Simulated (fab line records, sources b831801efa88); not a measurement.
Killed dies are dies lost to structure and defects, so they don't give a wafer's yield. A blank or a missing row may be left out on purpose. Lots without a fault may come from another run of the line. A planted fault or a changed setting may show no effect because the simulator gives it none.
Problem report in the 8D (eight disciplines) form, filled by code | flow sky130 | the parts of the form that need people (team, actions taken, sign-off) are left out

1. THE PROBLEM
beam_energy_keV at SKY_LDD_LDN_IMPLANT_11 reads a mean of 19.091 on 9 wafers of 3 lots; wafers without a fault read 15.000 with a standard deviation of 0.0045. That is +99 or more standard deviations from the usual mean.
First seen on wafer L728.3, day 29 13:10, on implanter-01. The record holds 21 wafers of 7 lots with a number at this step. Rule for "out", or "out of limits": more than 4 standard deviations from the usual mean. The other wafers with a number count as sound.

2. WHAT IT IS AND WHAT IT IS NOT
question                    | is                     | is not
which readings at this step | beam_energy_keV        | -
which lots                  | L728, L729, L730       | L710, L712, L713, L727
which wafers of those lots  | all that have a number | -
read on which tools         | implanter-01           | implanter-03
when                        | from day 29 13:10      | up to then (12 sound wafers)

3. SUSPECTS, AND WHAT RULES EACH OUT
Counting: a tool at a process step up to the reading stays a suspect if it ran every lot that is out and no sound lot after the first of them.
- implanter-01 at SKY_LDD_LDN_IMPLANT_11: kept. It ran every lot that is out, first L728 (day 29 13:10), and no sound lot after that; its last sound lot up to then is L727 (day 29 03:02). Its own readings are out on those wafers: beam_energy_keV.
Left after counting: implanter-01 at SKY_LDD_LDN_IMPLANT_11.

4. THE CAUSE (what the simulator had put in)
Process parameter drift: implanter-01, from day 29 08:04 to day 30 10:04, at SKY_LDD_LDN_IMPLANT_11. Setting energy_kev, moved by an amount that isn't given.
Counting left only this tool.

5. THE CHAIN OF EFFECTS, in route order
Each row: a reading whose mean over the struck wafers that have a number lies more than 3 standard deviations from the usual. Only readings for which the record gives a usual standard deviation are gone through. hours: the time from each lot's start at the first step in this table that gives one to its start at this step, as a median over the lots. sigmas: the change in usual standard deviations.
hours | step                   | reading         | usual  | on struck wafers | change | sigmas
0     | SKY_LDD_LDN_IMPLANT_11 | beam_energy_keV | 15.000 | 19.091           | +4.091 | +99 or more
The process steps in it:
- SKY_LDD_LDN_IMPLANT_11

6. WHAT WOULD HAVE CAUGHT IT SOONER
In this record the first reading out of limits was taken at day 29 13:10, 5 hours after the fault began at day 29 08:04.
